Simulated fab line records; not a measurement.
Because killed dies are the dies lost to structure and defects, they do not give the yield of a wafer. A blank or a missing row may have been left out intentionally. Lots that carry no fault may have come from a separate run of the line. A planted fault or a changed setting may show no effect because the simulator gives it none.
Chamber matching :: flow gf180mcu :: cmp-02 running GF_V4_CMP_04: 4 sister chambers
The step polishes SiO2. 20 wafers are shown with their chamber, then 10 later ones without.

== WAFERS WITH THEIR CHAMBER ==
wafer: L074.1
chamber: 3
motor-current-A (A): 13.2
time-to-endpoint-s (s): 79

wafer: L074.3
chamber: 1
motor-current-A (A): 11.0
time-to-endpoint-s (s): 75

wafer: L074.4
chamber: 2
motor-current-A (A): 11.1
time-to-endpoint-s (s): 84

wafer: L076.1
chamber: 2
motor-current-A (A): 10.9
time-to-endpoint-s (s): 80

wafer: L076.3
chamber: 0
motor-current-A (A): 14.0
time-to-endpoint-s (s): 71

wafer: L076.6
chamber: 3
motor-current-A (A): 12.8
time-to-endpoint-s (s): 78

wafer: L077.3
chamber: 0
motor-current-A (A): 13.6
time-to-endpoint-s (s): 77

wafer: L077.4
chamber: 3
motor-current-A (A): 13.1
time-to-endpoint-s (s): 84

wafer: L077.5
chamber: 2
motor-current-A (A): 11.6
time-to-endpoint-s (s): 80

wafer: L079.2
chamber: 3
motor-current-A (A): 13.4
time-to-endpoint-s (s): 84

wafer: L079.5
chamber: 2
motor-current-A (A): 10.9
time-to-endpoint-s (s): 88

wafer: L079.6
chamber: 1
motor-current-A (A): 12.1
time-to-endpoint-s (s): 83

wafer: L082.1
chamber: 3
motor-current-A (A): 13.7
time-to-endpoint-s (s): 87

wafer: L082.2
chamber: 0
motor-current-A (A): 14.4
time-to-endpoint-s (s): 70

wafer: L082.4
chamber: 1
motor-current-A (A): 11.4
time-to-endpoint-s (s): 83

wafer: L083.1
chamber: 1
motor-current-A (A): 11.5
time-to-endpoint-s (s): 87

wafer: L083.3
chamber: 0
motor-current-A (A): 13.8
time-to-endpoint-s (s): 84

wafer: L083.6
chamber: 3
motor-current-A (A): 12.5
time-to-endpoint-s (s): 94

wafer: L087.3
chamber: 2
motor-current-A (A): 11.3
time-to-endpoint-s (s): 81

wafer: L087.4
chamber: 0
motor-current-A (A): 13.4
time-to-endpoint-s (s): 69

SIGNATURES (means of the wafers above)
reading: motor-current-A
chamber 0: 13.840
chamber 1: 11.500
chamber 2: 11.160
chamber 3: 13.117
scatter within a chamber: 0.393

reading: time-to-endpoint-s
chamber 0: 74.20
chamber 1: 82.00
chamber 2: 82.60
chamber 3: 84.33
scatter within a chamber: 5.31
Rule: a wafer lies at a distance from a chamber equal to the root of the sum of squares, over the readings, of (its reading less the chamber's mean, divided by the reading's scatter). If the next closest chamber is less than 2 further off than the closest, the wafer can't be placed; otherwise it belongs to the closest. The scatter is the square root of a quotient: the sum, over the shown wafers, of each reading's squared deviation from its chamber's mean, divided by wafers minus chambers.

== WAFERS MISSING THEIR CHAMBER ==
wafer: L087.5
motor-current-A (A): 13.5
time-to-endpoint-s (s): 86

wafer: L090.1
motor-current-A (A): 11.4
time-to-endpoint-s (s): 90

wafer: L090.2
motor-current-A (A): 12.0
time-to-endpoint-s (s): 87

wafer: L090.3
motor-current-A (A): 14.2
time-to-endpoint-s (s): 77

wafer: L093.4
motor-current-A (A): 13.2
time-to-endpoint-s (s): 82

wafer: L093.5
motor-current-A (A): 11.4
time-to-endpoint-s (s): 86

wafer: L093.6
motor-current-A (A): 11.9
time-to-endpoint-s (s): 82

wafer: L095.1
motor-current-A (A): 11.6
time-to-endpoint-s (s): 85

wafer: L095.4
motor-current-A (A): 11.0
time-to-endpoint-s (s): 90

wafer: L095.5
motor-current-A (A): 11.1
time-to-endpoint-s (s): 84

== WHICH CHAMBER EACH ONE RAN IN ==
wafer: L087.5
from the rows above: can't be placed: 3 or 0
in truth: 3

wafer: L090.1
from the rows above: can't be placed: 2 or 1
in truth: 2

wafer: L090.2
from the rows above: can't be placed: 1 or 2 or 3
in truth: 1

wafer: L090.3
from the rows above: 0
in truth: 0

wafer: L093.4
from the rows above: can't be placed: 3 or 0
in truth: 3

wafer: L093.5
from the rows above: can't be placed: 1 or 2
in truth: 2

wafer: L093.6
from the rows above: can't be placed: 1 or 2
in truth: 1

wafer: L095.1
from the rows above: can't be placed: 1 or 2
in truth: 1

wafer: L095.4
from the rows above: can't be placed: 2 or 1
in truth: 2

wafer: L095.5
from the rows above: can't be placed: 2 or 1
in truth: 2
1 of 10 placed correctly. Can't be placed from these rows: 9 (the true chamber is among the candidates in 9). Number placed wrongly: 0.
